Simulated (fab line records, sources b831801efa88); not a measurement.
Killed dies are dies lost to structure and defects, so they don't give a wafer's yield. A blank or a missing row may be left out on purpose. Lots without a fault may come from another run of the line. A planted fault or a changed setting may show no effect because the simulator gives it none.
One fault seen from 2 desks | flow sky130 | each desk has only its own numbers; what lay behind them comes last

THE TOOL OWNER'S DESK: furnace-02
The tool's own readings at SKY_GATE_OXIDE_OXIDATION_01 (stabilise 600 s, purge 300 s, target thk 10.268 nm): means of the sampled wafers that have a number, for each lot that ran on this tool. A lot is out of limits, marked OUT, if its mean lies more than 4 standard deviations from the usual mean; the brackets give that distance.
Columns: A = zone_power_centre_pct at SKY_GATE_OXIDE_OXIDATION_01, usual 18.6 %
lot  | first seen here | A
L505 | day 12 19:41    | 19.7
L506 | day 13 01:09    | 19.7
L507 | day 13 09:22    | 19.7
L508 | day 13 22:45    | 19.7
L509 | day 14 07:25    | 19.5
L518 | day 17 18:22    | 19.6
L519 | day 17 23:06    | 19.8
L524 | day 19 12:39    | 19.4
This desk's finding: nothing out of limits on any of the 8 lots.

THE METROLOGY DESK
What the gauges read, lot by lot, whatever tool the lot ran on: means of the sampled wafers that have a number. A lot is out of limits, marked OUT, if its mean lies more than 4 standard deviations from the usual mean; the brackets give that distance.
Columns: A = VT_ADJUST_HVTR_OVL at SKY_VT_ADJUST_HVTR_OVL_MEAS_08, usual 1.1 nm; B = SONOS_TUNNEL_OVL at SKY_SONOS_TUNNEL_OVL_MEAS_08, usual -0.2 nm; C = GATE_OXIDE_OXIDATION_00_THK at SKY_GATE_OXIDE_THK_MEAS_02, usual 10.27 nm; D = cd_nm at SKY_POLY_GATE_CD_MEAS_13, usual 150.4 nm
lot  | first seen here | A    | B    | C               | D
L504 | day 9 10:29     | 0.8  | -0.0 | 10.43           | 150.1
L505 | day 9 13:16     | 2.0  | -0.8 | 10.50           | 152.8
L506 | day 9 21:11     | 2.3  | 0.0  | 10.37           | 150.3
L507 | day 10 02:11    | 0.0  | -0.3 | 12.34 (+10) OUT | 147.7
L508 | day 10 12:11    | 2.9  | -1.2 | 12.33 (+10) OUT | 149.0
L509 | day 10 16:15    | -1.0 | -0.0 | 12.53 (+11) OUT | 149.7
L517 | day 13 15:31    | 2.8  | 0.8  | 10.35           | 150.4
L518 | day 14 00:29    | 3.5  | -2.3 | 10.38           | 149.9
L519 | day 14 03:22    | 2.0  | -0.7 | 10.28           | 150.9
L520 | day 14 08:07    | 1.6  | -0.4 | 10.32           | 152.2
L522 | day 14 21:53    | 1.9  | -0.0 | 10.18           | 150.2
L521 | day 14 23:26    | -0.2 | -0.2 | 10.15           | 149.1
L524 | day 15 14:37    | 3.5  | -1.8 | 10.27           | 151.0
L525 | day 15 18:53    | -0.5 | 1.4  | 10.16           | 150.1
L526 | day 16 00:16    | 0.8  | 0.3  | 10.06           | 150.6
This desk's finding: out of limits on L507, L508, L509; first on L507, day 13 10:47 (GATE_OXIDE_OXIDATION_00_THK at SKY_GATE_OXIDE_THK_MEAS_02). In limits: L504, L505, L506, L517, L518, L519, L520, L522, L521, L524, L525, L526.

PUT TOGETHER
The metrology desk could have raised an alarm at day 13 10:47, on L507, L508, L509.
The tool owner's desk saw nothing out of limits.
The tool owner's desk has L507, L508, L509 on record, within its limits.
Of the lots named, all ran SKY_GATE_OXIDE_OXIDATION_01 on furnace-02.

WHAT THE SIMULATOR HAD PUT IN
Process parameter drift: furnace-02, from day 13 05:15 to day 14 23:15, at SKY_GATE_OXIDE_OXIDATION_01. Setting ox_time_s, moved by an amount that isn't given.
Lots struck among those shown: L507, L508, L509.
Hours from the fault's start to each desk's first reading out of limits: the metrology desk, 6.
